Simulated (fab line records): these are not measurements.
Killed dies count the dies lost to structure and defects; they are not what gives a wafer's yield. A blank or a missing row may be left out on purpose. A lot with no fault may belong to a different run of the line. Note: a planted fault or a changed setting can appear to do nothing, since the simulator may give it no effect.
fab line records    flow sky130
[record] lots = 5  wafers = 15  lastDay = 49
route steps=708 shown METAL5@680 PASSIVATION@681 PAD_OPEN@694
lots that met no fault: from a run of the same line without faults
startH: hours from the record's opening day to when the first of the lot's shown wafers began    waitH: hours since the lot's step before    " the same as in the row above    L1.1+2: a single row standing in for several wafers    - either no value or no given start    * or withheld: withheld    < > ~ a bound
route shown NAME@n: NAME is a module with steps in the file, n the number in the route of the first one    usual: the fault-free wafers' mean and standard deviation    same: alike in all rows    chamber/n: place in a boat    sites: readings site by site    _std_site: how widely they spread, as a standard deviation    _edge_site: the outer-site mean with the inner-site mean subtracted    radiusMm: for every site, how far away it sits from the centre of the wafer    mask NAME#n: copy n    behind: the last tool/chamber to shape the wafer    hold: what put the lot on hold/how long, in hours/how the hold closed    device: which transistor (n, p or np) failed to switch    end of line: tests of these same wafers at the route's end    for a step that has no rows: nothing shown but its recipe    killed: the dies lost at the first sort to structure and to defects; this is not the yield of the wafer    map: shows each die of a wafer: x if killed, . if not, _ if none is there
set.NAME: the run value of the setting; set.NAME@STEP: its run value at that earlier step    model.NAME: the simulator's own value behind a step, which no gauge read
certain route steps with their lots: each step a table, each wafer a row
services: from which hour (startH, from the record's first day; less than 0 if before it) a tool's chamber was out of use, for how many hours, and why
[[steps]]
[step SKY_METAL5_CLEAN_19]
[recipe] chemistry = O3/DIW  dry = n2Spin
lot.wafer   tool         chamber  startH   waitH
L084.1+4+5  wetBench-03  1        1096.07  0.0
L085.2+3+4  wetBench-01  2        1097.60  0.0
L087.1+4+5  wetBench-01  3        1109.72  0.0
L089.1+2+4  wetBench-03  3        1118.98  0.0
L095.2+3+5  wetBench-03  3        1151.20  0.0
[step SKY_PASSIVATION_CVD_00]
[recipe] material = SiO2  targetThkNm = 90  tempC = 400  timeS = withheld  rfW = 600
[usual] heaterPowerW = 659/97
lot.wafer  tool      chamber  startH   waitH  heaterPowerW
L084.1     pecvd-04  0        1096.16  0.0    635
L084.4     "         2        "        "      456
L084.5     "         1        "        "      656
L085.2     pecvd-04  2        1097.70  0.0    531
L085.3     "         0        "        "      595
L085.4     "         1        "        "      723
L087.1     pecvd-04  2        1109.81  0.0    456
L087.4     "         2        "        "      449
L087.5     "         0        "        "      595
L089.1     pecvd-04  2        1119.08  0.0    515
L089.2     "         1        "        "      682
L089.4     "         1        "        "      705
L095.2     pecvd-04  2        1151.29  0.0    524
L095.3     "         1        "        "      677
L095.5     "         0        "        "      702
[step SKY_PASSIVATION_THK_MEAS_01]
[recipe] reads = SiO2_of_PASSIVATION_CVD_00
[usual] PASSIVATION_CVD_00_THK = 89.9/1.1
lot.wafer  tool          chamber  startH   waitH  PASSIVATION_CVD_00_THK[nm]
L084.1     filmMetro-03  -        1096.18  -      89.6
L084.4     "             -        "        "      90.8
L084.5     "             -        "        "      90.2
L085.2     filmMetro-04  -        1097.74  -      90.4
L085.3     "             -        "        "      89.4
L085.4     "             -        "        "      89.9
L087.1     filmMetro-03  -        1109.84  -      88.8
L087.4     "             -        "        "      89.6
L087.5     "             -        "        "      89.7
L089.1     filmMetro-04  -        1119.10  -      89.4
L089.2     "             -        "        "      89.0
L089.4     "             -        "        "      92.5
L095.2     filmMetro-04  -        1151.32  -      89.8
L095.3     "             -        "        "      89.7
L095.5     "             -        "        "      90.2
[step SKY_PASSIVATION_CVD_02]
[recipe] material = Si3N4  targetThkNm = 540  tempC = 400  timeS = withheld  rfW = 450
[usual] heaterPowerW = 751/91
lot.wafer  tool      chamber  startH   waitH  heaterPowerW
L084.1     pecvd-03  1        1096.24  0.1    772
L084.4     "         0        "        "      725
L084.5     "         1        "        "      797
L085.2     pecvd-03  0        1097.79  0.0    700
L085.3     "         2        "        "      805
L085.4     "         0        "        "      697
L087.1     pecvd-03  0        1109.90  0.1    658
L087.4     "         2        "        "      650
L087.5     "         0        "        "      704
L089.1     pecvd-03  1        1119.16  0.1    902
L089.2     "         0        "        "      649
L089.4     "         1        "        "      739
L095.2     pecvd-03  2        1151.37  0.0    701
L095.3     "         1        "        "      818
L095.5     "         2        "        "      731
[step SKY_PASSIVATION_THK_MEAS_03]
[recipe] reads = Si3N4_of_PASSIVATION_CVD_02
[usual] PASSIVATION_CVD_02_THK = 541/6.6
lot.wafer  tool          chamber  startH   waitH  PASSIVATION_CVD_02_THK[nm]
L084.1     filmMetro-04  -        1096.46  -      532
L084.4     "             -        "        "      544
L084.5     "             -        "        "      538
L085.2     filmMetro-04  -        1098.02  -      546
L085.3     "             -        "        "      543
L085.4     "             -        "        "      550
L087.1     filmMetro-02  -        1110.13  -      537
L087.4     "             -        "        "      552
L087.5     "             -        "        "      548
L089.1     filmMetro-03  -        1119.39  -      543
L089.2     "             -        "        "      547
L089.4     "             -        "        "      549
L095.2     filmMetro-02  -        1151.61  -      538
L095.3     "             -        "        "      530
L095.5     "             -        "        "      544
[step SKY_PASSIVATION_DEHYDRATE_04]
[recipe] tempC = 200  timeS = 60
lot.wafer   tool           chamber  startH   waitH
L084.1+4+5  lithoTrack-02  0        1106.48  10.0
L085.2+3+4  lithoTrack-02  0        1107.51  9.5
L087.1+4+5  lithoTrack-02  0        1118.78  8.6
L089.1+2+4  lithoTrack-02  0        1128.68  9.3
L095.2+3+5  lithoTrack-02  0        1159.11  7.5
[step SKY_PASSIVATION_HMDS_05]
[recipe] primeTimeS = 60  primeTempC = 120
lot.wafer   tool           chamber  startH   waitH
L084.1+4+5  lithoTrack-02  0        1106.63  0.1
L085.2+3+4  lithoTrack-02  0        1107.66  0.1
L087.1+4+5  lithoTrack-02  0        1118.93  0.1
L089.1+2+4  lithoTrack-02  0        1128.83  0.1
L095.2+3+5  lithoTrack-02  0        1159.26  0.1
[step SKY_PASSIVATION_COAT_06]
[recipe] spinRpm = 2000  resistThkNm = 3000
lot.wafer   tool           chamber  startH   waitH
L084.1+4+5  lithoTrack-02  0        1106.78  0.1
L085.2+3+4  lithoTrack-02  0        1107.81  0.1
L087.1+4+5  lithoTrack-02  0        1119.08  0.1
L089.1+2+4  lithoTrack-02  0        1128.98  0.1
L095.2+3+5  lithoTrack-02  0        1159.41  0.1
[step SKY_PASSIVATION_SOFTBAKE_07]
[recipe] tempC = 110  timeS = withheld
lot.wafer   tool           chamber  startH   waitH
L084.1+4+5  lithoTrack-02  0        1106.93  0.1
L085.2+3+4  lithoTrack-02  0        1107.96  0.1
L087.1+4+5  lithoTrack-02  0        1119.23  0.1
L089.1+2+4  lithoTrack-02  0        1129.13  0.1
L095.2+3+5  lithoTrack-02  0        1159.56  0.1
[step SKY_PASSIVATION_EXPOSE_08]
[recipe] maskId = NSM  targetCdNm = 3000  na = 0.57  doseMj = 260
[usual] focusOffsetNm = 0.0/0.57
lot.wafer  tool             chamber  startH  waitH  mask   focusOffsetNm
L084.1     ilineStepper-01  0        -       -      NSM#0  0.7
L084.4     "                0        "       "      NSM#0  -0.3
L084.5     "                0        "       "      NSM#0  0.7
L085.2     ilineStepper-01  0        -       -      NSM#0  -0.3
L085.3     "                0        "       "      NSM#0  -0.5
L085.4     "                0        "       "      NSM#0  0.2
L087.1     ilineStepper-02  0        -       -      NSM#0  0.5
L087.4     "                0        "       "      NSM#0  -0.2
L087.5     "                0        "       "      NSM#0  0.8
L089.1     ilineStepper-01  0        -       -      NSM#0  0.0
L089.2     "                0        "       "      NSM#0  -0.4
L089.4     "                0        "       "      NSM#0  -0.5
L095.2     ilineStepper-01  0        -       -      NSM#0  -0.9
L095.3     "                0        "       "      NSM#0  -0.1
L095.5     "                0        "       "      NSM#0  -0.6
[step SKY_PASSIVATION_PEB_09]
[recipe] tempC = 115  timeS = withheld
lot.wafer   tool           chamber  startH  waitH
L084.1+4+5  lithoTrack-04  0        -       -
L085.2+3+4  lithoTrack-04  0        -       -
L087.1+4+5  lithoTrack-01  0        -       -
L089.1+2+4  lithoTrack-01  0        -       -
L095.2+3+5  lithoTrack-04  0        -       -
[step SKY_PASSIVATION_DEVELOP_10]
[recipe] developTimeS = 60  devTempC = 23
lot.wafer   tool           chamber  startH  waitH
L084.1+4+5  lithoTrack-04  0        -       -
L085.2+3+4  lithoTrack-04  0        -       -
L087.1+4+5  lithoTrack-01  0        -       -
L089.1+2+4  lithoTrack-01  0        -       -
L095.2+3+5  lithoTrack-04  0        -       -
[step SKY_PASSIVATION_ETCH_11]
[recipe] chemistry = CF4/O2  targetDepthNm = 725  stopOn = AlCu  sourceW = 800  biasW = 150  pressureMtorr = 150  cf4FlowSccm = 80  O2_flow_sccm = 10  timeS = 161.1
[usual] drypumpMotorCurrentA = 5.6/0.31  oesProductAu = 0.979/0.0068  throttleValvePct = 5.965/0.0087
lot.wafer  tool        chamber  startH   waitH  drypumpMotorCurrentA  oesProductAu  rfHoursCounterH  throttleValvePct
L084.1     rieDiel-01  3        1116.39  -      5.0                   0.965         3                5.970
L084.4     "           1        "        "      6.0                   0.982         -                5.973
L084.5     "           3        "        "      5.0                   0.978         -                5.947
L085.2     rieDiel-04  2        1117.54  -      5.1                   0.979         17               5.962
L085.3     "           3        "        "      5.6                   0.975         32               5.953
L085.4     "           0        "        "      5.4                   0.997         17               5.960
L087.1     rieDiel-04  3        1129.40  -      5.6                   0.975         32               5.965
L087.4     "           1        "        "      5.3                   0.989         11               5.975
L087.5     "           3        "        "      5.6                   0.985         -                5.960
L089.1     rieDiel-03  2        1138.20  -      5.3                   0.974         9                5.967
L089.2     "           3        "        "      5.7                   0.984         14               5.971
L089.4     "           1        "        "      5.7                   0.988         24               5.962
L095.2     rieDiel-01  2        1167.99  -      5.6                   0.981         21               5.955
L095.3     "           3        "        "      5.0                   0.970         5                5.972
L095.5     "           3        "        "      5.0                   0.978         -                5.960
[step SKY_PASSIVATION_STRIP_12]
[recipe] chemistry = O2/N2  powerW = 1400  pressureMtorr = 1500  platenTempC = withheld  overashFraction = 0.7  o2FlowSccm = 3000  n2FlowSccm = 300
[usual] drypumpMotorCurrentA = 6.0/0.41  oesProductAu = 0.661/0.0046  stripTimeToEndpointS = 31.51/0.12
lot.wafer  tool            chamber  startH   waitH  drypumpMotorCurrentA  oesProductAu  rfHoursCounterH  stripTimeToEndpointS
L084.1     plasmaAsher-04  0        1116.50  0.1    5.9                   0.662         56               31.64
L084.4     "               1        "        "      6.4                   0.664         -                31.65
L084.5     "               0        "        "      5.9                   0.660         -                31.59
L085.2     plasmaAsher-04  1        1117.65  0.1    6.4                   0.666         56               31.42
L085.3     "               1        "        "      6.4                   0.671         -                31.52
L085.4     "               0        "        "      5.9                   0.664         -                31.49
L087.1     plasmaAsher-02  1        1129.50  0.1    6.2                   0.661         6                31.43
L087.4     "               0        "        "      5.4                   0.665         -                31.52
L087.5     "               0        "        "      5.4                   0.657         -                31.61
L089.1     plasmaAsher-02  0        1138.30  0.1    5.4                   0.661         7                31.70
L089.2     "               1        "        "      6.2                   0.659         7                31.59
L089.4     "               0        "        "      5.4                   0.664         -                31.74
L095.2     plasmaAsher-02  0        1168.10  0.1    5.4                   0.671         10               31.41
L095.3     "               0        "        "      5.4                   0.655         -                31.55
L095.5     "               1        "        "      6.2                   0.667         -                31.54
[step SKY_PAD_OPEN_DEHYDRATE_00]
[recipe] tempC = 200  timeS = 60
lot.wafer   tool           chamber  startH   waitH
L084.1+4+5  lithoTrack-04  0        1125.99  9.5
L085.2+3+4  lithoTrack-04  0        1127.37  9.7
L087.1+4+5  lithoTrack-03  0        1137.85  8.3
L089.1+2+4  lithoTrack-03  0        1147.05  8.7
L095.2+3+5  lithoTrack-04  0        1175.42  7.3
[step SKY_PAD_OPEN_HMDS_01]
[recipe] primeTimeS = 60  primeTempC = 120
lot.wafer   tool           chamber  startH   waitH
L084.1+4+5  lithoTrack-04  0        1126.14  0.1
L085.2+3+4  lithoTrack-04  0        1127.52  0.1
L087.1+4+5  lithoTrack-03  0        1138.00  0.1
L089.1+2+4  lithoTrack-03  0        1147.20  0.1
L095.2+3+5  lithoTrack-04  0        1175.57  0.1
[step SKY_PAD_OPEN_COAT_02]
[recipe] spinRpm = 2000  resistThkNm = 3000
lot.wafer   tool           chamber  startH   waitH
L084.1+4+5  lithoTrack-04  0        1126.29  0.1
L085.2+3+4  lithoTrack-04  0        1127.67  0.1
L087.1+4+5  lithoTrack-03  0        1138.15  0.1
L089.1+2+4  lithoTrack-03  0        1147.35  0.1
L095.2+3+5  lithoTrack-04  0        1175.72  0.1
[step SKY_PAD_OPEN_SOFTBAKE_03]
[recipe] tempC = 110  timeS = withheld
lot.wafer   tool           chamber  startH   waitH
L084.1+4+5  lithoTrack-04  0        1126.44  0.1
L085.2+3+4  lithoTrack-04  0        1127.83  0.1
L087.1+4+5  lithoTrack-03  0        1138.30  0.1
L089.1+2+4  lithoTrack-03  0        1147.50  0.1
L095.2+3+5  lithoTrack-04  0        1175.88  0.1
[step SKY_PAD_OPEN_EXPOSE_04]
[recipe] maskId = PDM  targetCdNm = 60000  na = 0.57  doseMj = 260
[usual] focusOffsetNm = 0.0/0.53
lot.wafer  tool             chamber  startH  waitH  mask   focusOffsetNm
L084.1     ilineStepper-02  0        -       -      PDM#0  -0.3
L084.4     "                0        "       "      PDM#0  -0.9
L084.5     "                0        "       "      PDM#0  -0.9
L085.2     ilineStepper-01  0        -       -      PDM#0  -1.0
L085.3     "                0        "       "      PDM#0  0.1
L085.4     "                0        "       "      PDM#0  -0.6
L087.1     ilineStepper-01  0        -       -      PDM#0  -1.3
L087.4     "                0        "       "      PDM#0  -1.4
L087.5     "                0        "       "      PDM#0  -0.9
L089.1     ilineStepper-01  0        -       -      PDM#0  0.1
L089.2     "                0        "       "      PDM#0  0.6
L089.4     "                0        "       "      PDM#0  -0.2
L095.2     ilineStepper-01  0        -       -      PDM#0  -0.1
L095.3     "                0        "       "      PDM#0  0.7
L095.5     "                0        "       "      PDM#0  -0.4
[step SKY_PAD_OPEN_PEB_05]
[recipe] tempC = 115  timeS = withheld
lot.wafer   tool           chamber  startH  waitH
L084.1+4+5  lithoTrack-01  0        -       -
L085.2+3+4  lithoTrack-04  0        -       -
L087.1+4+5  lithoTrack-01  0        -       -
L089.1+2+4  lithoTrack-01  0        -       -
L095.2+3+5  lithoTrack-01  0        -       -
[step SKY_PAD_OPEN_DEVELOP_06]
[recipe] developTimeS = 60  devTempC = 23
lot.wafer   tool           chamber  startH  waitH
L084.1+4+5  lithoTrack-01  0        -       -
L085.2+3+4  lithoTrack-04  0        -       -
L087.1+4+5  lithoTrack-01  0        -       -
L089.1+2+4  lithoTrack-01  0        -       -
L095.2+3+5  lithoTrack-01  0        -       -
[step SKY_PAD_OPEN_ETCH_07]
[recipe] chemistry = CF4/O2  targetDepthNm = 725  stopOn = AlCu  sourceW = 800  biasW = 150  pressureMtorr = 150  cf4FlowSccm = 80  O2_flow_sccm = 10  timeS = 161.1
[usual] drypumpMotorCurrentA = 5.7/0.4  oesProductAu = 0.979/0.0065  throttleValvePct = 5.964/0.0086
lot.wafer  tool        chamber  startH   waitH  drypumpMotorCurrentA  oesProductAu  rfHoursCounterH  throttleValvePct
L084.1     rieDiel-04  0        1135.05  -      5.4                   0.980         18               5.954
L084.4     "           3        "        "      5.6                   0.975         33               5.976
L084.5     "           0        "        "      5.4                   0.973         -                5.961
L085.2     rieDiel-04  3        1136.84  -      5.6                   0.985         33               5.977
L085.3     "           1        "        "      5.3                   0.984         12               5.982
L085.4     "           0        "        "      5.4                   0.987         18               5.975
L087.1     rieDiel-01  0        1147.45  -      6.1                   0.970         18               5.953
L087.4     "           2        "        "      5.6                   0.975         20               5.977
L087.5     "           3        "        "      5.0                   0.985         -                5.944
L089.1     rieDiel-04  2        1156.30  -      5.1                   0.975         18               5.957
L089.2     "           1        "        "      5.3                   0.984         12               5.962
L089.4     "           0        "        "      5.4                   0.988         18               5.966
L095.2     rieDiel-01  3        1184.15  -      5.0                   0.982         6                5.959
L095.3     "           1        "        "      6.1                   0.974         24               5.963
L095.5     "           1        "        "      6.1                   0.972         -                5.974
[step SKY_PAD_OPEN_STRIP_08]
[recipe] chemistry = O2/N2  powerW = 1400  pressureMtorr = 1500  platenTempC = withheld  overashFraction = 0.7  o2FlowSccm = 3000  n2FlowSccm = 300
[usual] drypumpMotorCurrentA = 6.1/0.41  oesProductAu = 0.663/0.0043  stripTimeToEndpointS = 37.04/0.13
lot.wafer  tool            chamber  startH   waitH  drypumpMotorCurrentA  oesProductAu  rfHoursCounterH  stripTimeToEndpointS
L084.1     plasmaAsher-04  0        1135.15  0.1    5.9                   0.661         58               37.02
L084.4     "               0        "        "      5.9                   0.668         -                37.03
L084.5     "               0        "        "      5.9                   0.661         -                37.16
L085.2     plasmaAsher-04  0        1136.95  0.1    5.9                   0.664         58               37.21
L085.3     "               1        "        "      6.4                   0.661         -                37.15
L085.4     "               0        "        "      5.9                   0.666         -                37.25
L087.1     plasmaAsher-03  1        1147.55  0.1    5.5                   0.659         107              37.31
L087.4     "               1        "        "      5.5                   0.664         -                37.13
L087.5     "               0        "        "      6.2                   0.667         -                37.29
L089.1     plasmaAsher-04  1        1156.40  0.1    6.4                   0.663         60               37.07
L089.2     "               0        "        "      5.9                   0.664         60               37.23
L089.4     "               1        "        "      6.4                   0.662         -                37.13
L095.2     plasmaAsher-01  0        1184.25  0.1    6.8                   0.660         44               36.96
L095.3     "               1        "        "      5.7                   0.657         -                36.82
L095.5     "               0        "        "      6.8                   0.664         -                36.96
[step SKY_PAD_OPEN_STRIP_09]
[recipe] chemistry = postEtchResidueRemover  timeS = 1200  tempC = 72.5
[usual] bathHeatDutyPct = 14.7/1.4
lot.wafer  tool         chamber  startH   waitH  bathHeatDutyPct
L084.1     wetBench-03  3        1135.25  0.1    15.5
L084.4     "            3        "        "      14.6
L084.5     "            3        "        "      15.6
L085.2     wetBench-03  0        1137.21  0.2    12.0
L085.3     "            0        "        "      14.5
L085.4     "            0        "        "      12.0
L087.1     wetBench-04  0        1147.65  0.1    15.3
L087.4     "            0        "        "      14.1
L087.5     "            0        "        "      14.9
L089.1     wetBench-04  1        1156.50  0.1    16.9
L089.2     "            1        "        "      15.4
L089.4     "            1        "        "      17.1
L095.2     wetBench-04  1        1184.58  0.3    16.1
L095.3     "            1        "        "      15.8
L095.5     "            1        "        "      16.9
[step SKY_PAD_OPEN_CLEAN_10]
[recipe] chemistry = IPA  timeS = 180  tempC = 25
[usual] bathHeatDutyPct = 6.5/0.82
lot.wafer  tool         chamber  startH   waitH  bathHeatDutyPct
L084.1     wetBench-04  0        1135.63  0.0    7.3
L084.4     "            0        "        "      6.3
L084.5     "            0        "        "      6.0
L085.2     wetBench-03  0        1137.65  0.1    5.5
L085.3     "            0        "        "      5.7
L085.4     "            0        "        "      6.4
L087.1     wetBench-04  2        1148.00  0.0    6.9
L087.4     "            2        "        "      7.4
L087.5     "            2        "        "      6.7
L089.1     wetBench-03  0        1156.85  0.0    6.3
L089.2     "            0        "        "      5.4
L089.4     "            0        "        "      5.1
L095.2     wetBench-04  0        1184.92  0.0    6.0
L095.3     "            0        "        "      5.1
L095.5     "            0        "        "      6.6
[step SKY_PAD_OPEN_CLEAN_11]
[recipe] chemistry = O3/DIW  dry = n2Spin
lot.wafer   tool         chamber  startH   waitH
L084.1+4+5  wetBench-03  3        1135.69  0.0
L085.2+3+4  wetBench-03  2        1137.81  0.1
L087.1+4+5  wetBench-03  0        1148.05  0.0
L089.1+2+4  wetBench-04  0        1156.96  0.0
L095.2+3+5  wetBench-04  3        1184.98  0.0
[step SKY_PAD_OPEN_ANNEAL_12]
[recipe] tempC = 400  timeS = withheld  ambient = N2/H2  idleTempC = 300  rampUpCPerMin = 8  rampDownCPerMin = 4
[usual] rampUpCPerMin = 8.0000/0.0014
lot.wafer  tool        chamber  startH   waitH  rampUpCPerMin
L084.1     furnace-02  0        1135.79  0.0    7.9996
L084.4     "           0        "        "      8.0016
L084.5     "           0        "        "      7.9988
L085.2     furnace-01  0        1137.91  0.0    7.9986
L085.3     "           0        "        "      7.9983
L085.4     "           0        "        "      8.0027
L087.1     furnace-01  0        1148.15  0.0    7.9994
L087.4     "           0        "        "      7.9991
L087.5     "           0        "        "      7.9998
L089.1     furnace-01  0        1157.05  0.0    8.0001
L089.2     "           0        "        "      7.9979
L089.4     "           0        "        "      8.0020
L095.2     furnace-02  0        1185.55  0.5    8.0011
L095.3     "           0        "        "      8.0003
L095.5     "           0        "        "      7.9985
[step SKY_PAD_OPEN_BOW_MEAS_13]
[recipe] mode = bow
[usual] PAD_OPEN_BOW = 49/7.8
lot.wafer  tool          chamber  startH   waitH  PAD_OPEN_BOW[um]
L084.1     filmMetro-04  -        1137.29  -      42
L084.4     "             -        "        "      55
L084.5     "             -        "        "      56
L085.2     filmMetro-04  -        1139.43  -      32
L085.3     "             -        "        "      47
L085.4     "             -        "        "      44
L087.1     filmMetro-01  -        1149.65  -      50
L087.4     "             -        "        "      44
L087.5     "             -        "        "      49
L089.1     filmMetro-01  -        1158.55  -      47
L089.2     "             -        "        "      52
L089.4     "             -        "        "      45
L095.2     filmMetro-01  -        1187.07  -      48
L095.3     "             -        "        "      47
L095.5     "             -        "        "      48
[[services]]
tool             chamber  startH   hours  kind
furnace-02       -        1078.43  4.9    pm
furnace-01       -        1094.46  23.1   repair
plasmaAsher-01   -        1097.38  1.3    repair
pecvd-04         2        1100.66  2.1    scheduledDown
pecvd-04         1        1108.14  2.1    scheduledDown
ilineStepper-01  0        1115.18  -      calibration
rieDiel-01       0        1116.11  10.1   repair
furnace-01       -        1117.57  3.2    pm
ilineStepper-02  0        1130.78  -      calibration
furnace-01       -        1134.49  3.4    pm
wetBench-04      -        1136.57  1.9    pm
rieDiel-03       3        1138.31  19.5   repair
ilineStepper-02  -        1138.80  11.9   repair
rieDiel-04       -        1138.81  15.6   pm
pecvd-04         1        1144.38  5.0    repair
rieDiel-03       0        1157.50  8.9    repair
ilineStepper-01  -        1161.07  1.7    pm
rieDiel-04       -        1162.02  12.7   repair
pecvd-04         -        1169.67  1.2    repair
plasmaAsher-04   -        1170.30  2.4    repair
pecvd-04         1        1170.79  5.5    scheduledDown
pecvd-04         0        1180.62  -      clean
pecvd-04         0        1180.62  -      consumableReplace:showerhead
furnace-01       -        1182.00  3.7    pm
[[key]]
fault none
